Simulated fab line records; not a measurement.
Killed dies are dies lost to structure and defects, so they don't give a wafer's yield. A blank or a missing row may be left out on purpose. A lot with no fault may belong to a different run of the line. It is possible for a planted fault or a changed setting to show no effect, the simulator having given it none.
Chamber matching -- flow gf180mcu -- GF_V2_ETCH_16 on rieDiel-04: 4 sister chambers
The step etches BARC in N2/H2. 18 wafers are shown with their chamber, then 9 later ones without.

== EACH WAFER AND ITS CHAMBER ==
wafer,chamber,oesProductAu (a.u.),throttleValvePct (%),chamberPressureMTorr (mTorr)
L075.4,3,0.850,13.226,30.000
L075.5,3,0.865,13.221,29.969
L075.6,2,0.852,13.230,30.001
L079.2,0,0.864,13.225,30.032
L079.3,1,0.852,13.233,30.013
L079.5,3,0.856,13.240,29.985
L080.2,3,0.856,13.225,30.016
L080.4,0,0.855,13.226,29.981
L080.5,1,0.853,13.222,30.012
L082.1,1,0.861,13.226,30.001
L082.3,3,0.857,13.224,30.028
L082.4,2,0.850,13.219,30.000
L083.3,0,0.856,13.224,29.991
L083.4,1,0.852,13.221,29.972
L083.6,0,0.854,13.212,29.987
L084.2,0,0.857,13.211,29.981
L084.5,0,0.853,13.225,30.058
L084.6,1,0.851,13.229,29.986

SIGNATURES, as means of the wafers listed above
reading,chamber 0,chamber 1,chamber 2,chamber 3,scatter within a chamber
oesProductAu,0.85650,0.85380,0.85100,0.85680,0.00432
throttleValvePct,13.22050,13.22620,13.22450,13.22720,0.00667
chamberPressureMTorr,30.00500,29.99680,30.00050,29.99960,0.0249
Rule: for a wafer and a chamber, the distance is found by dividing, reading by reading, the gap between the wafer's reading and the chamber's mean by the reading's scatter, squaring, summing and taking the root. If the next closest chamber is less than 2 further off than the closest, the wafer can't be placed; otherwise it belongs to the closest. The scatter: the root of (the sum of the squares of (reading less its chamber's mean) over the shown wafers, divided by (wafers less chambers)).

== WAFERS WITH NO CHAMBER GIVEN ==
wafer,oesProductAu (a.u.),throttleValvePct (%),chamberPressureMTorr (mTorr)
L087.1,0.850,13.217,30.007
L087.2,0.856,13.213,30.046
L087.6,0.863,13.226,30.042
L089.2,0.846,13.245,29.998
L089.3,0.860,13.223,30.005
L089.6,0.851,13.226,30.000
L095.1,0.859,13.231,29.968
L095.2,0.857,13.232,29.952
L095.6,0.848,13.216,30.018

== EACH ONE'S CHAMBER ==
wafer,from the rows above,in truth
L087.1,can't be placed: 2 or 0 or 1 or 3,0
L087.2,can't be placed: 0 or 2 or 3 or 1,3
L087.6,can't be placed: 3 or 0 or 1 or 2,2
L089.2,can't be placed: 2 or 1 or 3 or 0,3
L089.3,can't be placed: 0 or 3 or 1 or 2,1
L089.6,can't be placed: 2 or 1 or 3 or 0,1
L095.1,can't be placed: 3 or 1 or 0 or 2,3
L095.2,can't be placed: 3 or 1 or 2 or 0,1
L095.6,can't be placed: 2 or 0 or 1 or 3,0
Placed correctly: 0 of 9. These rows do not allow placing 9 (true chamber among the candidates in 9). Placed wrongly: 0.
